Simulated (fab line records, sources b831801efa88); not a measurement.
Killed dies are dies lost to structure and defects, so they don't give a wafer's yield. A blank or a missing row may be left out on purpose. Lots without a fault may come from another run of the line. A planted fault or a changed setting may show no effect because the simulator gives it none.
fab line records | flow gf180mcu
record lots=5 wafers=15 last_day=32
route steps=602 shown HV_LDD@181
lots that met no fault: from a run of the same line without faults
start_h: hours from the record's first day to the start of the lot's first wafer shown | wait_h: hours since the lot's step before | " the same as in the row above | L1.1+2: a row that stands for several wafers | - no value, or no start given | * or withheld: withheld | < > ~ a bound
route shown NAME@n: a module of which the file shows steps, and the number in the route of the first | usual: mean/standard deviation of fault-free wafers | same: alike in all rows | chamber/n: place in a boat | sites: the reading at each site | _std_site: their standard deviation | _edge_site: outer sites' mean less inner sites' | radius_mm: how far each site lies from the wafer's centre | mask NAME#n: copy n | behind: the tool/chamber that last shaped the wafer | hold: why the lot was held/for how many hours/how that ended | device: the transistor (n, p or np) that didn't switch | end of line: the same wafers' tests at the end of the route | a step without rows: its recipe alone | killed: dies lost to structure and defects at the first sort, not the wafer's yield | map: a wafer's dies, x killed, . not, _ none there
set.NAME: the setting as run; set.NAME@STEP: as run at that earlier step | model.NAME: the simulator's own value behind a step, which no gauge read
lots at some steps of the route; a table a step, a row a wafer
services: from which hour (start_h, from the record's first day; less than 0 if before it) a tool's chamber was out of use, for how many hours, and why
## steps
# step GF_HV_LDD_PEB_05
# recipe temp_c=withheld time_s=* resist=NOVOLAK
# usual resist_line_temp_C=*
# columns lot.wafer tool chamber start_h wait_h resist_line_temp_C
L078.3 litho_track-03 0 - - *
L078.4 " 0 " " *
L078.5 " 0 " " *
L079.2 litho_track-02 0 - - *
L079.5 " 0 " " *
L079.6 " 0 " " *
L081.1 litho_track-01 0 - - *
L081.3 " 0 " " *
L081.6 " 0 " " *
L083.1 litho_track-03 0 - - *
L083.3 " 0 " " *
L083.6 " 0 " " *
L090.4 litho_track-03 0 - - *
L090.5 " 0 " " *
L090.6 " 0 " " *
# step GF_HV_LDD_DEVELOP_06
# recipe develop_time_s=62.62 dev_temp_c=23
# usual resist_line_temp_C=23.02/0.12
# columns lot.wafer tool chamber start_h wait_h resist_line_temp_C
L078.3 litho_track-03 0 244.90 0.1 22.89
L078.4 " 0 " " 22.87
L078.5 " 0 " " 22.95
L079.2 litho_track-02 0 253.59 0.1 22.93
L079.5 " 0 " " 22.86
L079.6 " 0 " " 22.70
L081.1 litho_track-01 0 270.05 0.1 23.12
L081.3 " 0 " " 23.01
L081.6 " 0 " " 22.97
L083.1 litho_track-03 0 278.75 0.1 22.75
L083.3 " 0 " " 22.98
L083.6 " 0 " " 22.88
L090.4 litho_track-03 0 335.92 0.1 23.08
L090.5 " 0 " " 23.18
L090.6 " 0 " " 23.13
# step GF_HV_LDD_CD_MEAS_07
# recipe target_cd_nm=400
# usual cd_nm=399.3/2
# columns lot.wafer tool chamber start_h wait_h cd_nm
L078.3 cd_sem-02 - 245.07 0.1 400.6
L078.4 " - " " 400.4
L078.5 " - " " 402.1
L079.2 cd_sem-01 - 253.73 0.1 399.5
L079.5 " - " " 400.6
L079.6 " - " " 399.2
L081.1 cd_sem-01 - 270.20 0.1 398.5
L081.3 " - " " 400.3
L081.6 " - " " 398.9
L083.1 cd_sem-01 - 278.90 0.1 395.4
L083.3 " - " " 398.3
L083.6 " - " " 396.2
L090.4 cd_sem-02 - 336.06 0.1 402.1
L090.5 " - " " 401.5
L090.6 " - " " 401.7
# step GF_HV_LDD_OVL_MEAS_08
# usual HV_LDD_OVL=1.2/1.4
# columns lot.wafer tool chamber start_h wait_h HV_LDD_OVL[nm]
L078.3 overlay-01 - 245.16 0.1 1.2
L078.4 " - " " 0.7
L078.5 " - " " 1.1
L079.2 overlay-02 - 253.84 0.1 -2.4
L079.5 " - " " 0.1
L079.6 " - " " 0.6
L081.1 overlay-01 - 270.32 0.1 2.0
L081.3 " - " " 2.5
L081.6 " - " " 3.3
L083.1 overlay-02 - 279.02 0.1 3.1
L083.3 " - " " 2.0
L083.6 " - " " 1.8
L090.4 overlay-01 - 336.13 0.1 1.1
L090.5 " - " " 1.7
L090.6 " - " " 0.7
# step GF_HV_LDD_IMPLANT_09
# recipe species=As energy_kev=40 dose_cm2=1e+14 tilt_deg=7
# columns lot.wafer tool chamber start_h wait_h
L078.3+4+5 implanter-01 0 245.24 0.1
L079.2+5+6 implanter-02 0 253.89 0.0
L081.1+3+6 implanter-04 0 270.36 0.0
L083.1+3+6 implanter-01 0 279.05 0.0
L090.4+5+6 implanter-02 0 336.23 0.1
# step GF_HV_LDD_STRIP_10
# recipe chemistry=O2/N2 power_w=1400 pressure_mtorr=1500 platen_temp_c=250 o2_flow_sccm=3000 n2_flow_sccm=300 overash_fraction=0.5
# usual drypump_motor_current_A=5.6/0.49 heater_power_w=306/20 oes_product_au=0.715/0.0039 strip_time_to_endpoint_s=12.63/0.033
# columns lot.wafer tool chamber start_h wait_h drypump_motor_current_A heater_power_w oes_product_au rf_hours_counter_h strip_time_to_endpoint_s
L078.3 plasma_asher-02 1 245.37 0.1 4.9 324 0.716 - 12.64
L078.4 " 0 " " 5.3 285 0.726 - 12.64
L078.5 " 0 " " 5.3 296 0.715 - 12.63
L079.2 plasma_asher-01 0 254.02 0.1 6.2 332 0.723 15 12.67
L079.5 " 1 " " 6.0 294 0.716 - 12.63
L079.6 " 0 " " 6.2 337 0.714 - 12.62
L081.1 plasma_asher-02 1 270.51 0.1 4.9 322 0.719 67 12.62
L081.3 " 1 " " 4.9 317 0.715 - 12.56
L081.6 " 0 " " 5.2 291 0.711 - 12.65
L083.1 plasma_asher-02 1 279.20 0.1 4.9 327 0.711 68 12.57
L083.3 " 1 " " 4.9 322 0.716 - 12.57
L083.6 " 0 " " 5.3 285 0.716 - 12.64
L090.4 plasma_asher-02 1 336.34 0.1 4.9 324 0.720 - 12.66
L090.5 " 0 " " 5.2 294 0.717 - 12.64
L090.6 " 1 " " 4.9 322 0.707 - 12.69
# step GF_HV_LDD_TW_MEAS_11
# usual HV_LDD_TW=2437/12
# columns lot.wafer tool chamber start_h wait_h HV_LDD_TW
L078.3 film_metro-04 - 245.46 0.1 2434
L078.4 " - " " 2445
L078.5 " - " " 2427
L079.2 film_metro-01 - 254.13 0.1 2446
L079.5 " - " " 2462
L079.6 " - " " 2459
L081.1 film_metro-03 - 270.61 0.1 2424
L081.3 " - " " 2421
L081.6 " - " " 2409
L083.1 film_metro-01 - 279.32 0.1 2422
L083.3 " - " " 2422
L083.6 " - " " 2440
L090.4 film_metro-01 - 336.43 0.1 2441
L090.5 " - " " 2436
L090.6 " - " " 2437
# step GF_HV_LDD_DEHYDRATE_12
# recipe temp_c=200 time_s=60
# usual resist_line_temp_C=23.00/0.1
# columns lot.wafer tool chamber start_h wait_h resist_line_temp_C
L078.3 litho_track-02 0 254.41 8.9 22.97
L078.4 " 0 " " 22.90
L078.5 " 0 " " 23.05
L079.2 litho_track-03 0 262.77 8.6 23.12
L079.5 " 0 " " 22.94
L079.6 " 0 " " 22.81
L081.1 litho_track-02 0 279.86 9.2 23.09
L081.3 " 0 " " 23.03
L081.6 " 0 " " 22.95
L083.1 litho_track-02 0 288.36 9.0 23.06
L083.3 " 0 " " 22.93
L083.6 " 0 " " 22.85
L090.4 litho_track-01 0 346.47 10.0 22.94
L090.5 " 0 " " 23.05
L090.6 " 0 " " 23.07
# step GF_HV_LDD_HMDS_13
# recipe prime_time_s=60 prime_temp_c=120
# usual resist_line_temp_C=23.01/0.12
# columns lot.wafer tool chamber start_h wait_h resist_line_temp_C
L078.3 litho_track-02 0 254.56 0.1 23.03
L078.4 " 0 " " 22.84
L078.5 " 0 " " 23.14
L079.2 litho_track-03 0 262.92 0.1 22.97
L079.5 " 0 " " 23.01
L079.6 " 0 " " 22.95
L081.1 litho_track-02 0 280.01 0.1 22.78
L081.3 " 0 " " 22.94
L081.6 " 0 " " 22.84
L083.1 litho_track-02 0 288.51 0.1 23.22
L083.3 " 0 " " 22.95
L083.6 " 0 " " 23.16
L090.4 litho_track-01 0 346.62 0.1 23.05
L090.5 " 0 " " 23.12
L090.6 " 0 " " 22.93
# step GF_HV_LDD_COAT_14
# recipe resist=NOVOLAK spin_rpm=3000 resist_thk_nm=1000
# usual resist_line_temp_C=23.02/0.097
# columns lot.wafer tool chamber start_h wait_h resist_line_temp_C
L078.3 litho_track-02 0 254.71 0.1 22.97
L078.4 " 0 " " 22.82
L078.5 " 0 " " 23.05
L079.2 litho_track-03 0 263.07 0.1 23.10
L079.5 " 0 " " 23.07
L079.6 " 0 " " 22.94
L081.1 litho_track-02 0 280.16 0.1 23.01
L081.3 " 0 " " 22.78
L081.6 " 0 " " 23.11
L083.1 litho_track-02 0 288.66 0.1 22.81
L083.3 " 0 " " 22.96
L083.6 " 0 " " 22.88
L090.4 litho_track-01 0 346.77 0.1 23.06
L090.5 " 0 " " 23.15
L090.6 " 0 " " 23.13
# step GF_HV_LDD_SOFTBAKE_15
# recipe temp_c=90 time_s=60 resist=NOVOLAK
# usual resist_line_temp_C=23.00/0.11
# columns lot.wafer tool chamber start_h wait_h resist_line_temp_C
L078.3 litho_track-02 0 254.86 0.1 23.08
L078.4 " 0 " " 23.12
L078.5 " 0 " " 23.12
L079.2 litho_track-03 0 263.22 0.1 22.87
L079.5 " 0 " " 22.97
L079.6 " 0 " " 22.98
L081.1 litho_track-02 0 280.31 0.1 23.02
L081.3 " 0 " " 22.84
L081.6 " 0 " " 22.99
L083.1 litho_track-02 0 288.81 0.1 23.17
L083.3 " 0 " " 22.99
L083.6 " 0 " " 23.05
L090.4 litho_track-01 0 346.92 0.1 22.91
L090.5 " 0 " " 23.04
L090.6 " 0 " " 23.03
# step GF_HV_LDD_EXPOSE_16
# recipe mask_id=Pplus_LV_AREA target_cd_nm=400 na=0.6 source_shape=conventional sigma_outer=0.6 dose_mj=140
# columns lot.wafer tool chamber start_h wait_h mask
L078.3+4+5 iline_stepper-02 0 - - Pplus_LV_AREA#0
L079.2+5+6 iline_stepper-02 0 - - Pplus_LV_AREA#0
L081.1+3+6 iline_stepper-01 0 - - Pplus_LV_AREA#0
L083.1+3+6 iline_stepper-01 0 - - Pplus_LV_AREA#0
L090.4+5+6 iline_stepper-02 0 - - Pplus_LV_AREA#0
# step GF_HV_LDD_PEB_17
# recipe temp_c=withheld time_s=* resist=NOVOLAK
# usual resist_line_temp_C=*
# columns lot.wafer tool chamber start_h wait_h resist_line_temp_C
L078.3 litho_track-02 0 - - *
L078.4 " 0 " " *
L078.5 " 0 " " *
L079.2 litho_track-02 0 - - *
L079.5 " 0 " " *
L079.6 " 0 " " *
L081.1 litho_track-03 0 - - *
L081.3 " 0 " " *
L081.6 " 0 " " *
L083.1 litho_track-02 0 - - *
L083.3 " 0 " " *
L083.6 " 0 " " *
L090.4 litho_track-01 0 - - *
L090.5 " 0 " " *
L090.6 " 0 " " *
# step GF_HV_LDD_DEVELOP_18
# recipe develop_time_s=60 dev_temp_c=23
# usual resist_line_temp_C=22.99/0.11
# columns lot.wafer tool chamber start_h wait_h resist_line_temp_C
L078.3 litho_track-02 0 263.96 0.1 23.01
L078.4 " 0 " " 23.16
L078.5 " 0 " " 23.16
L079.2 litho_track-02 0 272.74 0.1 23.09
L079.5 " 0 " " 23.12
L079.6 " 0 " " 23.00
L081.1 litho_track-03 0 290.10 0.1 22.89
L081.3 " 0 " " 23.04
L081.6 " 0 " " 23.02
L083.1 litho_track-02 0 298.76 0.1 22.92
L083.3 " 0 " " 23.02
L083.6 " 0 " " 23.06
L090.4 litho_track-01 0 357.57 0.1 22.86
L090.5 " 0 " " 23.09
L090.6 " 0 " " 22.97
# step GF_HV_LDD_CD_MEAS_19
# recipe target_cd_nm=400
# usual cd_nm=400.3/2
# columns lot.wafer tool chamber start_h wait_h cd_nm
L078.3 cd_sem-01 - 264.10 0.1 406.6
L078.4 " - " " 405.8
L078.5 " - " " 403.2
L079.2 cd_sem-02 - 272.88 0.1 398.7
L079.5 " - " " 398.9
L079.6 " - " " 397.1
L081.1 cd_sem-02 - 290.25 0.1 399.9
L081.3 " - " " 402.5
L081.6 " - " " 401.4
L083.1 cd_sem-02 - 298.91 0.1 398.2
L083.3 " - " " 398.0
L083.6 " - " " 398.7
L090.4 cd_sem-02 - 357.71 0.1 402.2
L090.5 " - " " 399.8
L090.6 " - " " 398.3
# step GF_HV_LDD_OVL_MEAS_20
# usual HV_LDD_01_OVL=-0.4/1.2
# columns lot.wafer tool chamber start_h wait_h HV_LDD_01_OVL[nm]
L078.3 overlay-02 - 264.19 0.1 -1.5
L078.4 " - " " -0.4
L078.5 " - " " -0.5
L079.2 overlay-02 - 272.99 0.1 1.4
L079.5 " - " " 0.0
L079.6 " - " " 1.2
L081.1 overlay-02 - 290.37 0.1 -0.2
L081.3 " - " " 0.7
L081.6 " - " " 0.2
L083.1 overlay-01 - 299.03 0.1 -0.6
L083.3 " - " " -0.6
L083.6 " - " " -1.3
L090.4 overlay-01 - 357.79 0.1 -1.9
L090.5 " - " " -1.3
L090.6 " - " " -0.1
# step GF_HV_LDD_IMPLANT_21
# recipe species=BF2 energy_kev=25 dose_cm2=5e+13 tilt_deg=7
# columns lot.wafer tool chamber start_h wait_h
L078.3+4+5 implanter-02 0 264.27 0.1
L079.2+5+6 implanter-04 0 273.04 0.0
L081.1+3+6 implanter-01 0 290.40 0.0
L083.1+3+6 implanter-02 0 299.07 0.0
L090.4+5+6 implanter-02 0 357.88 0.1
# step GF_HV_LDD_STRIP_22
# recipe chemistry=O2/N2 power_w=1400 pressure_mtorr=1500 platen_temp_c=250 o2_flow_sccm=3000 n2_flow_sccm=300 overash_fraction=0.5
# usual drypump_motor_current_A=5.5/0.46 heater_power_w=303/19 oes_product_au=0.716/0.0046 strip_time_to_endpoint_s=12.63/0.037
# columns lot.wafer tool chamber start_h wait_h drypump_motor_current_A heater_power_w oes_product_au rf_hours_counter_h strip_time_to_endpoint_s
L078.3 plasma_asher-04 1 264.40 0.1 5.0 282 0.719 - 12.57
L078.4 " 0 " " 5.7 315 0.717 - 12.53
L078.5 " 0 " " 5.7 306 0.712 - 12.56
L079.2 plasma_asher-02 0 273.17 0.1 5.2 290 0.709 68 12.69
L079.5 " 1 " " 4.9 321 0.721 - 12.69
L079.6 " 0 " " 5.2 292 0.716 - 12.67
L081.1 plasma_asher-02 1 290.55 0.1 4.9 317 0.720 69 12.65
L081.3 " 1 " " 4.9 332 0.708 - 12.63
L081.6 " 0 " " 5.3 299 0.715 - 12.62
L083.1 plasma_asher-02 0 299.22 0.1 5.2 297 0.719 70 12.66
L083.3 " 1 " " 4.9 317 0.712 - 12.61
L083.6 " 0 " " 5.3 286 0.714 - 12.63
L090.4 plasma_asher-01 0 357.99 0.1 6.1 331 0.705 - 12.64
L090.5 " 1 " " 6.0 296 0.711 - 12.72
L090.6 " 0 " " 6.1 332 0.721 - 12.69
# step GF_HV_LDD_TW_MEAS_23
# usual HV_LDD_2_TW=1067/5.5
# columns lot.wafer tool chamber start_h wait_h HV_LDD_2_TW
L078.3 film_metro-03 - 264.49 0.1 1058
L078.4 " - " " 1061
L078.5 " - " " 1060
L079.2 film_metro-01 - 273.28 0.1 1074
L079.5 " - " " 1066
L079.6 " - " " 1069
L081.1 film_metro-04 - 290.65 0.1 1059
L081.3 " - " " 1067
L081.6 " - " " 1068
L083.1 film_metro-04 - 299.32 0.1 1070
L083.3 " - " " 1071
L083.6 " - " " 1070
L090.4 film_metro-03 - 358.08 0.1 1060
L090.5 " - " " 1061
L090.6 " - " " 1071
# step GF_HV_LDD_DEHYDRATE_24
# recipe temp_c=200 time_s=60
# usual resist_line_temp_C=23.01/0.098
# columns lot.wafer tool chamber start_h wait_h resist_line_temp_C
L078.3 litho_track-03 0 273.85 9.3 23.14
L078.4 " 0 " " 23.19
L078.5 " 0 " " 23.10
L079.2 litho_track-01 0 282.27 9.0 23.09
L079.5 " 0 " " 22.95
L079.6 " 0 " " 23.04
L081.1 litho_track-03 0 299.85 9.2 23.06
L081.3 " 0 " " 22.98
L081.6 " 0 " " 22.84
L083.1 litho_track-02 0 308.51 9.2 23.08
L083.3 " 0 " " 22.94
L083.6 " 0 " " 23.14
L090.4 litho_track-02 0 368.44 10.3 23.20
L090.5 " 0 " " 23.03
L090.6 " 0 " " 23.17
# step GF_HV_LDD_HMDS_25
# recipe prime_time_s=60 prime_temp_c=120
# usual resist_line_temp_C=22.97/0.11
# columns lot.wafer tool chamber start_h wait_h resist_line_temp_C
L078.3 litho_track-03 0 274.00 0.1 22.96
L078.4 " 0 " " 22.82
L078.5 " 0 " " 22.97
L079.2 litho_track-01 0 282.42 0.1 22.84
L079.5 " 0 " " 22.65
L079.6 " 0 " " 22.86
L081.1 litho_track-03 0 300.00 0.1 23.07
L081.3 " 0 " " 22.93
L081.6 " 0 " " 23.04
L083.1 litho_track-02 0 308.66 0.1 22.98
L083.3 " 0 " " 22.90
L083.6 " 0 " " 22.98
L090.4 litho_track-02 0 368.59 0.1 22.91
L090.5 " 0 " " 22.98
L090.6 " 0 " " 22.76
# step GF_HV_LDD_COAT_26
# recipe resist=NOVOLAK spin_rpm=3000 resist_thk_nm=1000
# usual resist_line_temp_C=22.98/0.11
# columns lot.wafer tool chamber start_h wait_h resist_line_temp_C
L078.3 litho_track-03 0 274.15 0.1 23.12
L078.4 " 0 " " 23.29
L078.5 " 0 " " 23.08
L079.2 litho_track-01 0 282.57 0.1 23.02
L079.5 " 0 " " 23.17
L079.6 " 0 " " 23.12
L081.1 litho_track-03 0 300.15 0.1 22.98
L081.3 " 0 " " 22.94
L081.6 " 0 " " 22.95
L083.1 litho_track-02 0 308.81 0.1 23.09
L083.3 " 0 " " 22.86
L083.6 " 0 " " 22.92
L090.4 litho_track-02 0 368.74 0.1 23.09
L090.5 " 0 " " 23.01
L090.6 " 0 " " 22.95
# step GF_HV_LDD_SOFTBAKE_27
# recipe temp_c=90 time_s=60 resist=NOVOLAK
# usual resist_line_temp_C=22.98/0.12
# columns lot.wafer tool chamber start_h wait_h resist_line_temp_C
L078.3 litho_track-03 0 274.30 0.1 22.98
L078.4 " 0 " " 22.85
L078.5 " 0 " " 23.07
L079.2 litho_track-01 0 282.72 0.1 22.95
L079.5 " 0 " " 23.01
L079.6 " 0 " " 23.15
L081.1 litho_track-03 0 300.30 0.1 23.00
L081.3 " 0 " " 23.10
L081.6 " 0 " " 23.03
L083.1 litho_track-02 0 308.96 0.1 23.00
L083.3 " 0 " " 22.96
L083.6 " 0 " " 23.11
L090.4 litho_track-02 0 368.89 0.1 22.98
L090.5 " 0 " " 23.20
L090.6 " 0 " " 23.04
# step GF_HV_LDD_EXPOSE_28
# recipe mask_id=Nplus_HV_AREA target_cd_nm=400 na=0.6 source_shape=conventional sigma_outer=0.6 dose_mj=140
# columns lot.wafer tool chamber start_h wait_h mask
L078.3+4+5 iline_stepper-02 0 - - Nplus_HV_AREA#0
L079.2+5+6 iline_stepper-01 0 - - Nplus_HV_AREA#0
L081.1+3+6 iline_stepper-01 0 - - Nplus_HV_AREA#0
L083.1+3+6 iline_stepper-01 0 - - Nplus_HV_AREA#0
L090.4+5+6 iline_stepper-01 0 - - Nplus_HV_AREA#0
# step GF_HV_LDD_PEB_29
# recipe temp_c=withheld time_s=* resist=NOVOLAK
# usual resist_line_temp_C=*
# columns lot.wafer tool chamber start_h wait_h resist_line_temp_C
L078.3 litho_track-03 0 - - *
L078.4 " 0 " " *
L078.5 " 0 " " *
L079.2 litho_track-02 0 - - *
L079.5 " 0 " " *
L079.6 " 0 " " *
L081.1 litho_track-02 0 - - *
L081.3 " 0 " " *
L081.6 " 0 " " *
L083.1 litho_track-02 0 - - *
L083.3 " 0 " " *
L083.6 " 0 " " *
L090.4 litho_track-03 0 - - *
L090.5 " 0 " " *
L090.6 " 0 " " *
# step GF_HV_LDD_DEVELOP_30
# recipe develop_time_s=60 dev_temp_c=23
# usual resist_line_temp_C=23.01/0.12
# columns lot.wafer tool chamber start_h wait_h resist_line_temp_C
L078.3 litho_track-03 0 283.45 0.1 23.09
L078.4 " 0 " " 22.99
L078.5 " 0 " " 22.98
L079.2 litho_track-02 0 292.94 0.1 23.21
L079.5 " 0 " " 23.24
L079.6 " 0 " " 23.04
L081.1 litho_track-02 0 310.56 0.1 22.91
L081.3 " 0 " " 22.95
L081.6 " 0 " " 22.96
L083.1 litho_track-02 0 319.31 0.1 22.97
L083.3 " 0 " " 23.02
L083.6 " 0 " " 22.94
L090.4 litho_track-03 0 380.12 0.1 23.28
L090.5 " 0 " " 23.21
L090.6 " 0 " " 23.06
# step GF_HV_LDD_CD_MEAS_31
# recipe target_cd_nm=400
# usual cd_nm=399.2/2.6
# columns lot.wafer tool chamber start_h wait_h cd_nm
L078.3 cd_sem-02 - 283.59 0.1 398.4
L078.4 " - " " 400.3
L078.5 " - " " 397.2
L079.2 cd_sem-01 - 293.08 0.1 400.6
L079.5 " - " " 402.3
L079.6 " - " " 402.1
L081.1 cd_sem-02 - 310.71 0.1 399.4
L081.3 " - " " 401.6
L081.6 " - " " 400.6
L083.1 cd_sem-01 - 319.46 0.1 397.1
L083.3 " - " " 396.7
L083.6 " - " " 396.2
L090.4 cd_sem-02 - 380.25 0.1 394.0
L090.5 " - " " 393.2
L090.6 " - " " 393.3
# step GF_HV_LDD_OVL_MEAS_32
# usual HV_LDD_02_OVL=1.3/1.3
# columns lot.wafer tool chamber start_h wait_h HV_LDD_02_OVL[nm]
L078.3 overlay-01 - 283.68 0.1 2.4
L078.4 " - " " 2.4
L078.5 " - " " 3.1
L079.2 overlay-02 - 293.19 0.1 2.4
L079.5 " - " " 2.1
L079.6 " - " " 1.6
L081.1 overlay-02 - 310.83 0.1 0.0
L081.3 " - " " -0.8
L081.6 " - " " 0.8
L083.1 overlay-02 - 319.58 0.1 1.2
L083.3 " - " " 0.1
L083.6 " - " " -0.6
L090.4 overlay-02 - 380.33 0.1 0.1
L090.5 " - " " 0.2
L090.6 " - " " 0.1
# step GF_HV_LDD_IMPLANT_33
# recipe species=P energy_kev=58.3 dose_cm2=7.5e+12 tilt_deg=30 rotation_deg=0
# columns lot.wafer tool chamber start_h wait_h
L078.3+4+5 implanter-04 0 283.75 0.1
L079.2+5+6 implanter-02 0 293.24 0.0
L081.1+3+6 implanter-02 0 310.87 0.0
L083.1+3+6 implanter-01 0 319.62 0.0
L090.4+5+6 implanter-04 0 380.43 0.1
# step GF_HV_LDD_IMPLANT_34
# recipe species=P energy_kev=60 dose_cm2=7.5e+12 tilt_deg=30 rotation_deg=90
# columns lot.wafer tool chamber start_h wait_h
L078.3+4+5 implanter-04 0 283.90 0.1
L079.2+5+6 implanter-02 0 293.39 0.1
L081.1+3+6 implanter-02 0 311.02 0.1
L083.1+3+6 implanter-01 0 319.77 0.1
L090.4+5+6 implanter-04 0 380.58 0.1
# step GF_HV_LDD_IMPLANT_35
# recipe species=P energy_kev=60 dose_cm2=7.5e+12 tilt_deg=30 rotation_deg=180
# columns lot.wafer tool chamber start_h wait_h
L078.3+4+5 implanter-04 0 284.05 0.1
L079.2+5+6 implanter-02 0 293.54 0.1
L081.1+3+6 implanter-02 0 311.17 0.1
L083.1+3+6 implanter-01 0 319.92 0.1
L090.4+5+6 implanter-04 0 380.73 0.1
# step GF_HV_LDD_IMPLANT_36
# recipe species=P energy_kev=60 dose_cm2=7.5e+12 tilt_deg=30 rotation_deg=270
# columns lot.wafer tool chamber start_h wait_h
L078.3+4+5 implanter-04 0 284.20 0.1
L079.2+5+6 implanter-02 0 293.69 0.1
L081.1+3+6 implanter-02 0 311.32 0.1
L083.1+3+6 implanter-01 0 320.07 0.1
L090.4+5+6 implanter-04 0 380.88 0.1
# step GF_HV_LDD_STRIP_37
# recipe chemistry=O2/N2 power_w=1400 pressure_mtorr=1500 platen_temp_c=250 o2_flow_sccm=3000 n2_flow_sccm=300 overash_fraction=0.5
# usual drypump_motor_current_A=5.7/0.49 heater_power_w=307/19 oes_product_au=0.716/0.0044 strip_time_to_endpoint_s=12.641/0.027
# columns lot.wafer tool chamber start_h wait_h drypump_motor_current_A heater_power_w oes_product_au rf_hours_counter_h strip_time_to_endpoint_s
L078.3 plasma_asher-04 1 284.34 0.1 5.0 285 0.724 - 12.591
L078.4 " 0 " " 5.7 308 0.719 - 12.573
L078.5 " 0 " " 5.7 304 0.715 - 12.617
L079.2 plasma_asher-01 1 293.82 0.1 6.1 294 0.718 19 12.626
L079.5 " 1 " " 6.0 288 0.719 - 12.628
L079.6 " 0 " " 6.1 327 0.723 - 12.642
L081.1 plasma_asher-02 1 311.47 0.1 4.9 312 0.710 72 12.637
L081.3 " 0 " " 5.3 290 0.708 - 12.644
L081.6 " 1 " " 4.9 326 0.711 - 12.648
L083.1 plasma_asher-01 0 320.22 0.1 6.1 334 0.714 22 12.625
L083.3 " 0 " " 6.1 331 0.725 - 12.637
L083.6 " 1 " " 6.1 291 0.715 - 12.634
L090.4 plasma_asher-02 0 380.98 0.1 5.2 291 0.716 - 12.620
L090.5 " 0 " " 5.2 291 0.726 - 12.668
L090.6 " 1 " " 4.9 312 0.709 - 12.653
# step GF_HV_LDD_TW_MEAS_38
# usual HV_LDD_3_TW=1448/6.5
# columns lot.wafer tool chamber start_h wait_h HV_LDD_3_TW
L078.3 film_metro-04 - 284.42 0.1 1444
L078.4 " - " " 1446
L078.5 " - " " 1444
L079.2 film_metro-04 - 293.93 0.1 1449
L079.5 " - " " 1449
L079.6 " - " " 1450
L081.1 film_metro-01 - 311.57 0.1 1444
L081.3 " - " " 1449
L081.6 " - " " 1445
L083.1 film_metro-01 - 320.32 0.1 1452
L083.3 " - " " 1454
L083.6 " - " " 1454
L090.4 film_metro-04 - 381.08 0.1 1452
L090.5 " - " " 1447
L090.6 " - " " 1452
# step GF_HV_LDD_DEHYDRATE_39
# recipe temp_c=200 time_s=60
# usual resist_line_temp_C=22.99/0.1
# columns lot.wafer tool chamber start_h wait_h resist_line_temp_C
L078.3 litho_track-02 0 293.81 9.4 22.92
L078.4 " 0 " " 23.04
L078.5 " 0 " " 23.12
L079.2 litho_track-01 0 302.82 8.9 23.14
L079.5 " 0 " " 23.03
L079.6 " 0 " " 22.87
L081.1 litho_track-02 0 320.91 9.3 23.10
L081.3 " 0 " " 23.05
L081.6 " 0 " " 23.13
L083.1 litho_track-03 0 330.00 9.7 23.01
L083.3 " 0 " " 22.99
L083.6 " 0 " " 22.92
L090.4 litho_track-03 0 391.97 10.9 23.03
L090.5 " 0 " " 23.00
L090.6 " 0 " " 23.15
# step GF_HV_LDD_HMDS_40
# recipe prime_time_s=60 prime_temp_c=120
# usual resist_line_temp_C=22.99/0.11
# columns lot.wafer tool chamber start_h wait_h resist_line_temp_C
L078.3 litho_track-02 0 293.96 0.1 23.10
L078.4 " 0 " " 23.16
L078.5 " 0 " " 23.08
L079.2 litho_track-01 0 302.97 0.1 22.97
L079.5 " 0 " " 23.18
L079.6 " 0 " " 23.13
L081.1 litho_track-02 0 321.06 0.1 22.82
L081.3 " 0 " " 22.76
L081.6 " 0 " " 22.89
L083.1 litho_track-03 0 330.15 0.1 22.89
L083.3 " 0 " " 22.93
L083.6 " 0 " " 22.80
L090.4 litho_track-03 0 392.12 0.1 23.00
L090.5 " 0 " " 23.02
L090.6 " 0 " " 22.96
# step GF_HV_LDD_COAT_41
# recipe resist=NOVOLAK spin_rpm=3000 resist_thk_nm=1000
# usual resist_line_temp_C=23.00/0.1
# columns lot.wafer tool chamber start_h wait_h resist_line_temp_C
L078.3 litho_track-02 0 294.11 0.1 22.91
L078.4 " 0 " " 22.87
L078.5 " 0 " " 22.96
L079.2 litho_track-01 0 303.12 0.1 22.98
L079.5 " 0 " " 23.02
L079.6 " 0 " " 23.00
L081.1 litho_track-02 0 321.21 0.1 23.14
L081.3 " 0 " " 23.34
L081.6 " 0 " " 23.14
L083.1 litho_track-03 0 330.30 0.1 22.93
L083.3 " 0 " " 22.93
L083.6 " 0 " " 23.01
L090.4 litho_track-03 0 392.27 0.1 22.97
L090.5 " 0 " " 23.19
L090.6 " 0 " " 22.94
# step GF_HV_LDD_SOFTBAKE_42
# recipe temp_c=90 time_s=58.51 resist=NOVOLAK
# usual resist_line_temp_C=22.98/0.11
# columns lot.wafer tool chamber start_h wait_h resist_line_temp_C
L078.3 litho_track-02 0 294.26 0.1 23.12
L078.4 " 0 " " 23.10
L078.5 " 0 " " 23.04
L079.2 litho_track-01 0 303.27 0.1 22.97
L079.5 " 0 " " 22.89
L079.6 " 0 " " 23.01
L081.1 litho_track-02 0 321.36 0.1 23.17
L081.3 " 0 " " 22.93
L081.6 " 0 " " 23.02
L083.1 litho_track-03 0 330.45 0.1 22.88
L083.3 " 0 " " 22.84
L083.6 " 0 " " 22.82
L090.4 litho_track-03 0 392.42 0.1 23.18
L090.5 " 0 " " 23.27
L090.6 " 0 " " 22.97
# step GF_HV_LDD_EXPOSE_43
# recipe mask_id=Pplus_HV_AREA target_cd_nm=400 na=0.6 source_shape=conventional sigma_outer=0.6 dose_mj=140
# columns lot.wafer tool chamber start_h wait_h mask
L078.3+4+5 iline_stepper-01 0 - - Pplus_HV_AREA#0
L079.2+5+6 iline_stepper-02 0 - - Pplus_HV_AREA#0
L081.1+3+6 iline_stepper-01 0 - - Pplus_HV_AREA#0
L083.1+3+6 iline_stepper-01 0 - - Pplus_HV_AREA#0
L090.4+5+6 iline_stepper-02 0 - - Pplus_HV_AREA#0
## services
# columns tool chamber start_h hours kind
iline_stepper-02 - 228.98 4.2 repair
implanter-04 - 238.95 4.5 repair
implanter-02 - 247.08 4.0 pm
implanter-04 - 260.84 1.3 repair
iline_stepper-02 - 263.46 1.7 pm
implanter-01 - 309.00 4.2 pm
plasma_asher-01 - 310.47 1.5 repair
implanter-02 - 332.12 1.3 repair
implanter-04 - 333.72 2.8 repair
iline_stepper-01 - 340.43 4.4 pm
implanter-04 - 389.00 2.6 pm
## key
fault none
